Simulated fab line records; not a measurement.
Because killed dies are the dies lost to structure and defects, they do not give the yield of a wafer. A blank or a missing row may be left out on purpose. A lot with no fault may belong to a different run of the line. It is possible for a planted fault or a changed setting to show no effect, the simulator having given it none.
Which tool is to blame? :: flow sky130 :: at 1 step of a route of 708, 11 lots with 33 wafers sampled

## WHAT THE GAUGES SHOWED, per wafer
SKY_METAL3_CD_MEAS_13: target cd 300 nm.
lot: L982
measured: day 38 10:29
on: cd sem-02
cd nm (nm): 299.1 299.2 301.1

lot: L987
measured: day 40 02:28
on: cd sem-01
cd nm (nm): 298.4 297.1 298.2

lot: L990
measured: day 41 05:58
on: cd sem-01
cd nm (nm): 300.2 300.5 298.6

lot: L994
measured: day 42 05:17
on: cd sem-02
cd nm (nm): 301.1 300.5 299.6

lot: L995
measured: day 42 12:20
on: cd sem-01
cd nm (nm): 300.9 301.0 300.8

lot: L996
measured: day 42 15:40
on: cd sem-02
cd nm (nm): 299.7 298.4 299.1

lot: L997
measured: day 43 03:07
on: cd sem-01
cd nm (nm): 297.4 298.7 297.4

lot: L101
measured: day 44 11:40
on: cd sem-02
cd nm (nm): 299.6 298.1 298.9

lot: L103
measured: day 44 12:29
on: cd sem-01
cd nm (nm): 299.3 299.7 300.3

lot: L104
measured: day 44 18:10
on: cd sem-02
cd nm (nm): 296.1 297.0 296.7

lot: L105
measured: day 44 23:02
on: cd sem-01
cd nm (nm): 300.7 299.4 300.6

## TOOL THAT RAN EACH LOT (tool first, then ch and the chambers of the sampled wafers, then the start)
Record: no process step prior to these readings.

## THE ANSWER, worked out from the rows above alone
Rule: the lots themselves supply what counts as usual. The widest of any qualifying gaps counts: lots, ordered by their means at a reading, are off when they make up no more than a third of the lots, leave a main group of 4 or more, and stand apart from it by 3 or more times the standard deviation of that group's means. The tables above print the reading to a certain number of digits; a main group whose means all agree to those digits is not used. A lot without any number at a reading at which 4 lots or more have one is off too. The other lots that the step has rows for count as sound.
No lot is off on any of the readings shown, so nothing can be concluded from this.

## WHAT HAD BEEN PUT IN BY THE SIMULATOR
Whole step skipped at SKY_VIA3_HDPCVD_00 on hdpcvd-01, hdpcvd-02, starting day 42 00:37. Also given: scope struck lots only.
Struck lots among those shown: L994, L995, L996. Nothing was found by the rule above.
